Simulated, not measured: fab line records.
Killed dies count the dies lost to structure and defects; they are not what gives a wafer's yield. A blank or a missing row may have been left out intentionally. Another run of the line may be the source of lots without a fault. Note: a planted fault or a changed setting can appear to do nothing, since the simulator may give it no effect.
Matching of chambers ; flow sky130 ; 4 sister chambers for SKY_CONTACT_CMP_04 on cmp-02
The step polishes SiO2. 4 wafers are shown with their chamber, then 7 later ones without.

EACH WAFER AND ITS CHAMBER
wafer;chamber;motor_current_A (A)
L565.5;1;11.7
L567.2;0;10.7
L580.2;3;13.0
L580.4;2;13.2

WAFERS WHOSE CHAMBER IS MISSING
wafer;motor_current_A (A)
L580.6;11.0
L581.1;11.3
L581.3;12.8
L581.4;11.3
L582.1;10.7
L582.3;14.1
L582.5;10.4

WHICH CHAMBER EACH WENT THROUGH
wafer;from the rows above;in truth
L580.6;can't be placed: 0 or 1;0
L581.1;can't be placed: 1 or 0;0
L581.3;can't be placed: 3 or 2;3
L581.4;can't be placed: 1 or 0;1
L582.1;0;0
L582.3;can't be placed: 2 or 3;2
L582.5;0;0
Correct placement for 2 of the 7. Cannot be placed on the basis of these rows: 5; the candidates contain the true chamber in 5. Placed wrongly: 0.
How it was worked out, from the rows above alone: a wafer's distance from a chamber is the root of the sum, over the readings, of the square of ((its reading less the chamber's mean) divided by the reading's scatter). The wafer belongs to the nearest chamber; if the next one is less than 2 further off, it can't be placed. Each chamber's mean is taken over the wafers shown for it. The scatter: with one shown wafer a chamber, the root of the mean of the squares of how far each hidden wafer lies from its nearest shown one.
